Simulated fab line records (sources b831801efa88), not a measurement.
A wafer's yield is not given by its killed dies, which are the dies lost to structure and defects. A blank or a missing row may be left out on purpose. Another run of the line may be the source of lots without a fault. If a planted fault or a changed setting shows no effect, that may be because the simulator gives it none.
Code-filled problem report in 8D (eight disciplines) form | flow sfq-line | the parts of the form that need people (team, actions taken, sign-off) are left out

== 1. PROBLEM STATEMENT ==
L0_MONX_KI_RS at SFQ_L0_RS_MEAS_901 reads a mean of 33.9 ohm/sq on 2 wafers of 2 lots; wafers without a fault read 43.8 ohm/sq with a standard deviation of 0.6. Measured from the usual mean, that is -17 standard deviations.
The step: measures by four-point-probe.
First seen on wafer L785.2, day 4 05:35, on film-metro-03. The record has a number at this step for 40 wafers belonging to 14 lots. Rule for "out" (also "out of limits"): further than 4 standard deviations from the usual mean. The rest of the wafers with a number are treated as sound.

== 2. WHAT IT IS, AND WHAT IT ISN'T ==
question                    | is               | is not
which readings at this step | L0_MONX_KI_RS    | -
which lots                  | L785, L787       | L773, L774, L775, L776, L777, L779, L790, L791, L792, L793, L794, L795
which wafers of those lots  | L785.2, L787.2   | L785.3, L787.6
read on which gauges        | film-metro-03    | film-metro-01, film-metro-04
when                        | from day 4 05:35 | up to then (19 sound wafers); but 19 sound wafers of L787, L790, L791, L792, L793, L794, L795 came after

== 3. WHAT RULES OUT EACH SUSPECT ==
Counting: a tool at a process step up to the reading stays a suspect if it ran every lot that is out. Sound lots after the first of them don't rule it out here, since some wafers of a struck lot are sound.
- the gauge at SFQ_L0_RS_MEAS_901 is ruled out. All the wafers that are out were read on film-metro-03, but those of them that SFQ_TRILAYER_L0_ETCH_METAL_ETCH_008 has rows for are out there too, on other tools.
- pvd-sputter-03 at SFQ_TRILAYER_L0_DEP_SPUTTER_003 (material MoNx KI, target thk 40 nm, time 100 s): kept. Ran every lot that is out, first one L785 (day 4 05:29); last sound lot up to then L779 (day 2 23:29).
The count leaves pvd-sputter-03 at SFQ_TRILAYER_L0_DEP_SPUTTER_003.

== 4. THE CAUSE (what the simulator had put in) ==
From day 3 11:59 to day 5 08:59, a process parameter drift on pvd-sputter-03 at SFQ_TRILAYER_L0_DEP_SPUTTER_003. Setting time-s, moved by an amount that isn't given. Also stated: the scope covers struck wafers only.
Counting left only this tool.

== 5. THE CHAIN OF EFFECTS, in route order ==
Rows list readings where the struck wafers' mean (over those with a number) sits beyond 3 standard deviations from the usual. Only readings whose record carries a usual standard deviation are examined. hours: median over the lots of the time between each lot's start at the first step of this table that gives one and its start at this step. sigmas: the change, counted in usual standard deviations.
hours | step                                | reading        | usual       | on struck wafers | change | sigmas
0     | SFQ_L0_RS_MEAS_901                  | L0_MONX_KI_RS  | 43.8 ohm/sq | 33.9             | -9.9   | -17
0     | SFQ_L0_THK_MEAS_902                 | L0_MONX_KI_THK | 39.8 nm     | 51.1             | +11.4  | +20
63    | SFQ_TRILAYER_L0_ETCH_METAL_ETCH_008 | oes-product-au | 0.870 a.u.  | 1.004            | +0.134 | +18
Process steps it contains:
- SFQ_TRILAYER_L0_ETCH_METAL_ETCH_008: etches MoNx KI in SF6/O2, stops on SiO2, target depth 50 nm, time 25 s.
At these later measuring or inspecting steps, every struck wafer for which the step has a row has a number for every such reading, and none has moved that far: SFQ_M2_OVL_MEAS_916, SFQ_I3_OVL_MEAS_923.

== 6. HOW IT WOULD HAVE BEEN CAUGHT EARLIER ==
18 hours passed between the start of the fault at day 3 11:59 and the first reading out of limits at a measuring or inspecting step in this record, taken at day 4 05:35.
No tool reading at SFQ_TRILAYER_L0_DEP_SPUTTER_003 that has a usual standard deviation in the record was out on any struck wafer, so an alarm limit of 4 standard deviations on those readings would not have fired.
Lots out: 2; of these, L787 started SFQ_TRILAYER_L0_DEP_SPUTTER_003 on pvd-sputter-03 after day 4 05:35. Holding the tool at that time would have saved it.
